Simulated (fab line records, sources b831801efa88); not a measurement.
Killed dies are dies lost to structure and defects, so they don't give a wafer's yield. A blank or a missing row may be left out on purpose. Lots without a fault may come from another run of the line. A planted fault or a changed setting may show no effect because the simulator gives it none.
A struck lot beside a sound one | flow sky130 | 18 steps out of a route of 708
Sound: wafers L873.4, L873.5, L873.6. Struck: wafers L877.4, L877.5, L877.6. The cause comes at the end.
At each step with rows: each side's tool, then ch and its chambers, then its first start. Under that, the readings that differ: sound wafers | struck wafers | difference of the means | sigmas: that difference in standard deviations of wafers without a fault.
alike: readings whose means differ by less than 2 such deviations, and words and numbers that are the same on both sides. not compared: withheld readings, readings that some wafer has no value for, bounds like >300 that may hide the same value, and numbers for which the record gives no deviation and whose values overlap.
The two part at a step that has a row with sigmas, a row that says differs or no value, or rows on one side only. Numbers that don't overlap but have no deviation are shown without sigmas and don't part them. A reading that every wafer of one side lacks parts them only if that side has two wafers or more.

SKY_POLY_GATE_ETCH_15: etches BARC in N2/H2, stops on SiO2, time 118.5 s, target depth 110 nm.
  sound on rie_diel-03 ch 1,2,3, day 21 06:38; struck on rie_diel-04 ch 0,1, day 22 12:59
  alike: drypump_motor_current_A, oes_product_au, rf_fwd_power_W, throttle_valve_pct
  not compared: rf_hours_counter_h
SKY_POLY_GATE_ETCH_16: etches Si3N4 in CH3F/O2, stops on poly-Si, time 147.5 s, target depth 75 nm.
  sound on rie_diel-03 ch 1,2,3, day 21 06:44; struck on rie_diel-04 ch 0,1, day 22 13:04
  alike: drypump_motor_current_A, oes_product_au, rf_fwd_power_W, throttle_valve_pct
  not compared: rf_hours_counter_h
SKY_POLY_GATE_ETCH_17: etches poly-Si in HBr/Cl2, stops on SiO2, target depth 180 nm, time 70.5 s.
  sound on rie_si-02 ch 0,1, day 21 06:47; struck on rie_si-02 ch 0,3, day 22 13:10
  alike: drypump_motor_current_A, mfc_cl2_sccm, oes_product_au, rf_fwd_power_W, throttle_valve_pct
  not compared: rf_hours_counter_h
SKY_POLY_GATE_STRIP_18: strips in O2/N2.
  sound on plasma_asher-03 ch 0,1, day 21 06:52; struck on plasma_asher-03 ch 0,1, day 22 13:16
  alike: drypump_motor_current_A, oes_product_au, strip_time_to_endpoint_s
  not compared: rf_hours_counter_h
then, 2 steps without rows for these wafers: SKY_POLY_GATE_CLEAN_19 (cleans in SC1/SC2, time 150 s); SKY_POLY_GATE_OXIDATION_20 (stabilise 600 s, purge 300 s, target thk 4 nm).
SKY_POLY_GATE_THK_MEAS_21:
  sound on film_metro-02, day 21 08:16; struck on film_metro-01, day 22 14:39
  alike: POLY_GATE_OXIDATION_THK
SKY_POLY_GATE_CD_MEAS_22:
  sound on cd_sem-01, day 21 08:23; struck on cd_sem-02, day 22 14:46
  alike: cd_nm
then, 4 steps without rows for these wafers: SKY_LDD_N_DEHYDRATE_00 (time 60 s); SKY_LDD_N_HMDS_01 (prime time 60 s); SKY_LDD_N_COAT_02 (resist thk 300 nm); SKY_LDD_N_SOFTBAKE_03 (time 60 s).
SKY_LDD_N_EXPOSE_04: exposes mask NTM, target cd 840 nm.
  sound on iline_stepper-02 ch 0, day 22 00:15; struck on iline_stepper-01 ch 0, day 23 06:48
  reading                       | sound                   | struck               | difference | sigmas
  model.LDD_N.overlay_x_nm (nm) | -0.0348 -0.0348 -0.0348 | -69.42 -69.42 -69.42 | -69.39     |
  alike: mask, exposure_dose_mJ_cm2
then, 2 steps without rows for these wafers: SKY_LDD_N_PEB_05; SKY_LDD_N_DEVELOP_06 (develop time 60 s).
SKY_LDD_N_OVL_MEAS_07:
  sound on overlay-01, day 22 15:28; struck on overlay-02, day 23 21:52
  reading        | sound         | struck            | difference | sigmas
  LDD_N_OVL (nm) | -0.1 -0.5 0.4 | -72.6 -71.0 -70.9 | -71.4      | -55
then, 2 steps without rows for these wafers: SKY_LDD_N_IMPLANT_08; SKY_PAD_OPEN_PROBE_99.

WHERE THEY PART
Only at SKY_LDD_N_OVL_MEAS_07, within this record.

WHY: what the simulator had put in
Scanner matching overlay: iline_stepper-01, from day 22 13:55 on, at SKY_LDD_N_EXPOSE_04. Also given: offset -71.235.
